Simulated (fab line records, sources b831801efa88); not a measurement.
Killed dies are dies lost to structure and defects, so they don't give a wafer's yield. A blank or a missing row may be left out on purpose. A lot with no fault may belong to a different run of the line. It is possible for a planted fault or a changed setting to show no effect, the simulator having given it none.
Tool commonality check + flow gf180mcu + 12 lots, 35 wafers sampled

## WHAT PROMPTED THE OPENING
Flagged at GF_M1_CD_MEAS_14: reading cd nm, on 2 of 12 lots. Wafers without a fault read 230.0 nm, standard deviation 1.4.
Rule: flag the lot when none of its wafers has a number, or when each of its wafers that has one lies beyond 4 standard deviations from that mean. The other lots count as sound.

| lot  | measured     | on        | cd nm (nm), wafer by wafer | flag    |
|------|--------------|-----------|----------------------------|---------|
| L783 | day 17 08:37 | cd sem-01 | 228.7 229.2 228.4          |         |
| L784 | day 17 22:35 | cd sem-02 | 229.6 230.5 230.5          |         |
| L786 | day 18 23:11 | cd sem-02 | 229.8 230.1 230.8          |         |
| L789 | day 19 17:04 | cd sem-02 | 229.2 230.1 229.9          |         |
| L792 | day 21 00:16 | cd sem-02 | 251.2 250.8 251.5          | FLAGGED |
| L794 | day 21 09:28 | cd sem-01 | 251.2 251.5 249.5          | FLAGGED |
| L795 | day 21 20:26 | cd sem-02 | 230.8 231.0 230.3          |         |
| L796 | day 21 23:10 | cd sem-01 | 230.3 230.6 230.2          |         |
| L797 | day 22 07:30 | cd sem-01 | 228.5 230.0 229.9          |         |
| L799 | day 23 04:53 | cd sem-02 | 230.5 231.5 230.4          |         |
| L801 | day 23 12:48 | cd sem-01 | 229.8 229.8 228.0          |         |
| L805 | day 24 14:15 | cd sem-02 | 229.9 230.9                |         |
Average over the flagged lots: 250.9 nm; offset from the usual +20.9 nm, equal to +15 standard deviations.

## LOT BY LOT: THE TOOL USED
3 process steps preceding the reading are held in the record, out of 602 steps in the route. Read each cell as the tool, then ch plus the chambers that the sampled wafers visited, then the start.
| lot  | flag    | GF_CONTACT_STRIP_18                  | GF_M1_SPUTTER_04             | GF_M1_EXPOSE_11                   |
|------|---------|--------------------------------------|------------------------------|-----------------------------------|
| L783 |         | plasma asher-02 ch 0,1, day 16 08:14 | pvd sputter-02, day 16 09:22 | krf scanner-01 ch 0, day 16 21:07 |
| L784 |         | plasma asher-04 ch 0,1, day 16 22:18 | pvd sputter-04, day 16 23:28 | krf scanner-01 ch 0, day 17 10:51 |
| L786 |         | plasma asher-01 ch 0,1, day 17 22:24 | pvd sputter-04, day 17 23:40 | krf scanner-02 ch 0, day 18 11:02 |
| L789 |         | plasma asher-02 ch 0,1, day 18 15:55 | pvd sputter-01, day 18 17:08 | krf scanner-01 ch 0, day 19 05:11 |
| L792 | FLAGGED | plasma asher-01 ch 0,1, day 19 22:53 | pvd sputter-02, day 20 00:01 | krf scanner-01 ch 0, day 20 12:16 |
| L794 | FLAGGED | plasma asher-02 ch 0,1, day 20 08:30 | pvd sputter-02, day 20 09:40 | krf scanner-01 ch 0, day 20 22:00 |
| L795 |         | plasma asher-02 ch 0,1, day 20 19:15 | pvd sputter-01, day 20 20:25 | krf scanner-02 ch 0, day 21 08:09 |
| L796 |         | plasma asher-04 ch 0,1, day 20 22:05 | pvd sputter-02, day 20 23:13 | krf scanner-02 ch 0, day 21 11:25 |
| L797 |         | plasma asher-01 ch 0,1, day 21 06:21 | pvd sputter-02, day 21 07:31 | krf scanner-02 ch 0, day 21 19:53 |
| L799 |         | plasma asher-04 ch 0,1, day 22 04:26 | pvd sputter-02, day 22 05:34 | krf scanner-02 ch 0, day 22 17:08 |
| L801 |         | plasma asher-02 ch 0,1, day 22 13:33 | pvd sputter-04, day 22 14:43 | krf scanner-02 ch 0, day 23 02:34 |
| L805 |         | plasma asher-01 ch 1, day 23 15:21   | pvd sputter-04, day 23 16:31 | krf scanner-02 ch 0, day 24 04:04 |
What these steps do:
- GF_CONTACT_STRIP_18: strips in O2/N2.
- GF_M1_SPUTTER_04: material TiN, target thk 50 nm, time 41.7 s.
- GF_M1_EXPOSE_11: exposes mask Metal1, target cd 230 nm.
- GF_M1_CD_MEAS_14: target cd 230 nm.

## FLAGGED OVER TOTAL, TOOL BY TOOL (the gauges that took the reading come last)
| step                | tool            | lots run | flagged | share of the flagged lots | sound lots run after its first flagged lot |
|---------------------|-----------------|----------|---------|---------------------------|--------------------------------------------|
| GF_CONTACT_STRIP_18 | plasma asher-01 | 4        | 1       | some                      | 2 (L797,L805)                              |
| GF_CONTACT_STRIP_18 | plasma asher-02 | 5        | 1       | some                      | 2 (L795,L801)                              |
| GF_CONTACT_STRIP_18 | plasma asher-04 | 3        | 0       | none                      | -                                          |
| GF_M1_SPUTTER_04    | pvd sputter-01  | 2        | 0       | none                      | -                                          |
| GF_M1_SPUTTER_04    | pvd sputter-02  | 6        | 2       | all                       | 3 (L796,L797,L799)                         |
| GF_M1_SPUTTER_04    | pvd sputter-04  | 4        | 0       | none                      | -                                          |
| GF_M1_EXPOSE_11     | krf scanner-01  | 5        | 2       | all                       | 0                                          |
| GF_M1_EXPOSE_11     | krf scanner-02  | 7        | 0       | none                      | -                                          |
| GF_M1_CD_MEAS_14    | cd sem-01       | 5        | 1       | some                      | 3 (L796,L797,L801)                         |
| GF_M1_CD_MEAS_14    | cd sem-02       | 7        | 1       | some                      | 3 (L795,L799,L805)                         |

## WHAT IS ALLOWED BY THE TABLE
pvd sputter-02 at GF_M1_SPUTTER_04 and krf scanner-01 at GF_M1_EXPOSE_11 are the 2 rows of the table that ran each flagged lot.
- pvd sputter-02 at GF_M1_SPUTTER_04: 2 of its 6 lots flagged. Sound lots ran on it after the first flagged one (L796, L797, L799), which a lasting fault on the whole tool wouldn't allow.
- krf scanner-01 at GF_M1_EXPOSE_11: 2 of its 5 lots flagged. Last sound lot L789 at day 19 05:11, first flagged lot L792 at day 20 12:16; a fault beginning in between fits. Its own readings (exposure dose mJ cm2) fall more than 4 standard deviations out on all wafers of the flagged lots.
krf scanner-01 at GF_M1_EXPOSE_11 is the single tool remaining.

## WHAT THE SIMULATOR HAD PUT IN
Process parameters drifting: krf scanner-01 at GF_M1_EXPOSE_11, beginning at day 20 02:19. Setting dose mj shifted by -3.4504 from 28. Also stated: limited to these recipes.
Lots struck among those shown: L792, L794. This agrees with what the rule above found.
